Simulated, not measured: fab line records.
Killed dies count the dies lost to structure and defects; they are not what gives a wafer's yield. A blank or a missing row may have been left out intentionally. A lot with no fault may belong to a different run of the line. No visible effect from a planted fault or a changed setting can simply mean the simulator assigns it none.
A lot that was struck, set against a sound lot + flow sfqLine + 14 steps out of a route of 325
Sound: these wafers, L625.2, L625.3, L625.6. Struck: wafer L638.6 (left out: L638.4, L638.5 of the same lot, which were not struck); the cause appears at the end.
Order at every step that has rows: each side's tool, ch and its chambers, its first start. Under that, the readings that differ: sound wafers + struck wafers + difference of the means + sigmas: that difference in standard deviations of wafers without a fault.
alike: readings with means less than 2 such deviations apart, plus words and numbers identical on both sides. not compared: withheld readings, readings lacking a value on some wafer, bounds such as >300 that could conceal the same value, and numbers that have no deviation in the record and whose values overlap.
The two part at a step that has a row with sigmas, a row that says differs or no value, or rows on one side only. When numbers do not overlap yet have no deviation, they are printed without sigmas and do not part them. Lack of a reading on every wafer of one side parts them only where that side has two or more wafers.

first, 2 steps without rows for these wafers: SFQ_TRILAYER_L0_VIA_STRIP_SOLV_CLEAN_018 (cleans in NMP, time 600 s); SFQ_TRILAYER_M0_DEP_PRE_CLEAN_020 (time 15 s).
SFQ_TRILAYER_M0_DEP_SPUTTER_019: material Nb, target thk 200 nm, time 133.3 s.
  sound: pvdSputter-04 at day 7 12:42; struck: pvdSputter-04 at day 11 22:47
  alike: throttleValvePct
SFQ_M0_RS_MEAS_904: measurement is done with a four-point probe.
  sound: filmMetro-03 at day 7 12:49; struck: filmMetro-03 at day 11 22:56
  alike: M0_NB_RS
then, 6 steps without rows for these wafers: SFQ_TRILAYER_M0_LITHO_COAT_026 (resist thk 62 nm); SFQ_TRILAYER_M0_LITHO_COAT_021 (resist thk 600 nm); SFQ_TRILAYER_M0_LITHO_SOFTBAKE_025; SFQ_TRILAYER_M0_LITHO_EXPOSE_022 (exposes mask M0, target cd 500 nm); SFQ_TRILAYER_M0_LITHO_PEB_024 (peb time 60 s); SFQ_TRILAYER_M0_LITHO_DEVELOP_023 (time 60 s).
-- the record jumps here: 5 days lie between the struck wafers' starts before and after --
SFQ_M0_OVL_MEAS_906:
  sound: overlay-02 at day 11 19:28; struck: overlay-01 at day 17 08:37
  alike: M0_OVL
SFQ_TRILAYER_M0_BARC_OPEN_METAL_ETCH_031: etches BARC in O2, target depth 125 nm, time 41.7 s.
  sound on rieMetal-03 ch 0, day 11 19:29; struck on rieMetal-03 ch 1, day 17 08:39
| reading                                            | sound             | struck | difference | sigmas |
|----------------------------------------------------|-------------------|--------|------------|--------|
| oesProductAu (a.u.)                                | 0.680 0.685 0.690 | 0.599  | -0.086     | -18    |
| runLengthS (s)                                     | 70.13 69.67 69.79 | 86.20  | +16.34     | +56    |
| model.KrF_of_TRILAYER_M0_LITHO_COAT_021.thkNm (nm) | 518.1 521.1 518.7 | 499.1  | -20.2      |        |
  alike: chamberPressureMTorr, drypumpMotorCurrentA
  not compared: rfHoursCounterH
SFQ_TRILAYER_M0_ETCH_METAL_ETCH_024: etches Nb in Cl2/Ar, stops on SiO2, target depth 240 nm, time 120 s.
  sound on rieMetal-03 ch 0, day 11 19:33; struck on rieMetal-03 ch 1, day 17 08:44
| reading                                            | sound             | struck | difference | sigmas |
|----------------------------------------------------|-------------------|--------|------------|--------|
| model.KrF_of_TRILAYER_M0_LITHO_COAT_021.thkNm (nm) | 377.8 380.3 378.3 | 353.7  | -25.1      |        |
  alike: chamberPressureMTorr, drypumpMotorCurrentA, oesProductAu, runLengthS
  not compared: rfHoursCounterH
SFQ_TRILAYER_M0_STRIP_STRIP_025: strips in O2.
  sound on rieMetal-03 ch 0, day 11 19:41; struck on rieMetal-03 ch 1, day 17 09:01
  alike: chamberPressureMTorr, drypumpMotorCurrentA, oesProductAu
  not compared: rfHoursCounterH

WHERE THEY PART
Within this record, at SFQ_TRILAYER_M0_BARC_OPEN_METAL_ETCH_031 only. Later steps at which nothing parts them and some readings are alike: SFQ_TRILAYER_M0_ETCH_METAL_ETCH_024, SFQ_TRILAYER_M0_STRIP_STRIP_025.

WHY: the cause the simulator had injected
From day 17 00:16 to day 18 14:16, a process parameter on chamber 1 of rieMetal-03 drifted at SFQ_TRILAYER_M0_BARC_OPEN_METAL_ETCH_031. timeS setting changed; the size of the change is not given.
